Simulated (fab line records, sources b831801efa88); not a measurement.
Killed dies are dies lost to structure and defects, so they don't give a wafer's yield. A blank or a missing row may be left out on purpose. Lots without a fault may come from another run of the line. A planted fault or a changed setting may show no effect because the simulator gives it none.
One fault seen from 2 desks | flow gf180mcu | each desk has only its own numbers; what lay behind them comes last

THE TOOL OWNER'S DESK: rtp_anneal-02
The tool's own readings at GF_HV_LDD_RTA_52 (time 10 s): means of the sampled wafers that have a number, for each lot that ran on this tool. A lot is out of limits, marked OUT, if its mean lies more than 4 standard deviations from the usual mean; the brackets give that distance.
Columns: A = anneal_temp_c_max at GF_HV_LDD_RTA_52, usual 1003.8; B = chamber_o2_ppm at GF_HV_LDD_RTA_52, usual 1.999; C = lamp_power_pct at GF_HV_LDD_RTA_52, usual 31.7 %; D = wafer_temp_C_max at GF_HV_LDD_RTA_52, usual 1004.9
lot  | first seen here | A      | B     | C    | D
L162 | day 12 03:53    | 1003.6 | 1.996 | 29.5 | 1003.1
L164 | day 12 22:02    | 1003.5 | 1.972 | 29.5 | 1003.1
L172 | day 16 01:53    | 1003.7 | 2.008 | 29.5 | 1002.6
L178 | day 17 23:42    | 1003.7 | 2.014 | 29.5 | 1002.9
This desk's finding: nothing out of limits on any of the 4 lots.

THE METROLOGY DESK
What the gauges read, lot by lot, whatever tool the lot ran on: means of the sampled wafers that have a number. A lot is out of limits, marked OUT, if its mean lies more than 4 standard deviations from the usual mean; the brackets give that distance.
Columns: A = DUAL_GATE_OVL at GF_DUAL_GATE_OVL_MEAS_11, usual -1.2 nm; B = POLY_GATE_OVL at GF_POLY_GATE_OVL_MEAS_11, usual 4 nm; C = HV_LDD_RS at GF_HV_LDD_RS_MEAS_53, usual 418.7 ohm/sq
lot  | first seen here | A    | B  | C
L162 | day 8 04:19     | -2.6 | 7  | 419.4
L163 | day 8 12:45     | -2.0 | -0 | 420.1
L164 | day 8 19:23     | -4.1 | 10 | 419.3
L165 | day 9 04:57     | 0.4  | 5  | 418.2
L167 | day 9 19:08     | 0.2  | 10 | 418.2
L168 | day 10 01:38    | 0.5  | 8  | 418.5
L171 | day 10 21:11    | -1.2 | -2 | 418.6
L172 | day 11 13:53    | -1.4 | 8  | 417.8
L174 | day 12 00:27    | -0.3 | 1  | 418.5
L175 | day 12 06:53    | 0.2  | -2 | -
L176 | day 12 13:35    | -0.2 | 1  | -
L177 | day 12 23:05    | -2.9 | 10 | -
L178 | day 13 02:11    | 1.9  | 4  | 419.2
L182 | day 14 08:44    | -2.7 | 9  | 418.3
L185 | day 15 01:22    | -2.4 | 6  | 418.3
This desk's finding: nothing out of limits on any of the 15 lots.

PUT TOGETHER
The tool owner's desk saw nothing out of limits.
The metrology desk saw nothing out of limits.

WHAT THE SIMULATOR HAD PUT IN
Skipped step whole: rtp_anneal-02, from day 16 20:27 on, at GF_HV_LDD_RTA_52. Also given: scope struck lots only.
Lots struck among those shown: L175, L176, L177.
